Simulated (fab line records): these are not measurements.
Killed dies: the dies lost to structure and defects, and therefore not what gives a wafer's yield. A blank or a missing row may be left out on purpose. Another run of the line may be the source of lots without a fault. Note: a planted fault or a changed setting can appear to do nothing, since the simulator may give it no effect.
A single fault, viewed from 2 desks / flow sky130 / what lay behind the numbers comes last; until then each desk has only its own

METROLOGY DESK
What the gauges read for every lot (on any tool): the sampled wafers with a number, averaged. The brackets show how far a lot's mean lies from the usual mean; more than 4 standard deviations puts the lot out of limits, marked OUT.
Columns: A = FIELD_ISO_CVD_24_THK at SKY_FIELD_ISO_THK_MEAS_25, usual 596 nm; B = cd nm at SKY_VT_ADJUST_HVTR_CD_MEAS_07, usual 379.5 nm
lot=L755; first seen here=day 2 15:26; A=598; B=381.4
lot=L758; first seen here=day 3 00:31; A=597; B=381.9
lot=L757; first seen here=day 3 00:32; A=604; B=383.1
lot=L759; first seen here=day 3 07:00; A=601; B=380.5
lot=L763; first seen here=day 4 01:17; A=592; B=382.5
lot=L765; first seen here=day 4 10:56; A=595; B=381.1
lot=L771; first seen here=day 5 17:23; A=602; B=379.4
lot=L772; first seen here=day 6 00:14; A=602; B=376.4
lot=L773; first seen here=day 6 03:59; A=609; B=379.5
lot=L775; first seen here=day 6 15:32; A=598; B=379.0
lot=L777; first seen here=day 7 00:38; A=591; B=377.4
lot=L778; first seen here=day 7 05:14; A=596; B=381.8
Finding of this desk: none of the 12 lots has anything out of limits.

TOOL OWNER'S DESK, litho track-04
The tool's own readings at SKY_VT_ADJUST_LVTN_COAT_02 (resist thk 3000 nm): means of the sampled wafers that have a number, for each lot that ran on this tool. The brackets show how far a lot's mean lies from the usual mean; more than 4 standard deviations puts the lot out of limits, marked OUT.
Columns: A = resist line temp C at SKY_VT_ADJUST_LVTN_COAT_02, usual 23.00 C
lot=L757; first seen here=day 7 07:43; A=22.87
lot=L759; first seen here=day 7 14:13; A=22.93
lot=L763; first seen here=day 8 13:34; A=23.05
lot=L765; first seen here=day 9 04:40; A=23.19
lot=L775; first seen here=day 11 21:29; A=22.88
lot=L777; first seen here=day 12 12:16; A=23.06
Finding of this desk: none of the 6 lots has anything out of limits.

TAKEN TOGETHER
Nothing out of limits was seen by the metrology desk.
Nothing out of limits was seen by the tool owner's desk.

WHAT THE SIMULATOR PUT IN
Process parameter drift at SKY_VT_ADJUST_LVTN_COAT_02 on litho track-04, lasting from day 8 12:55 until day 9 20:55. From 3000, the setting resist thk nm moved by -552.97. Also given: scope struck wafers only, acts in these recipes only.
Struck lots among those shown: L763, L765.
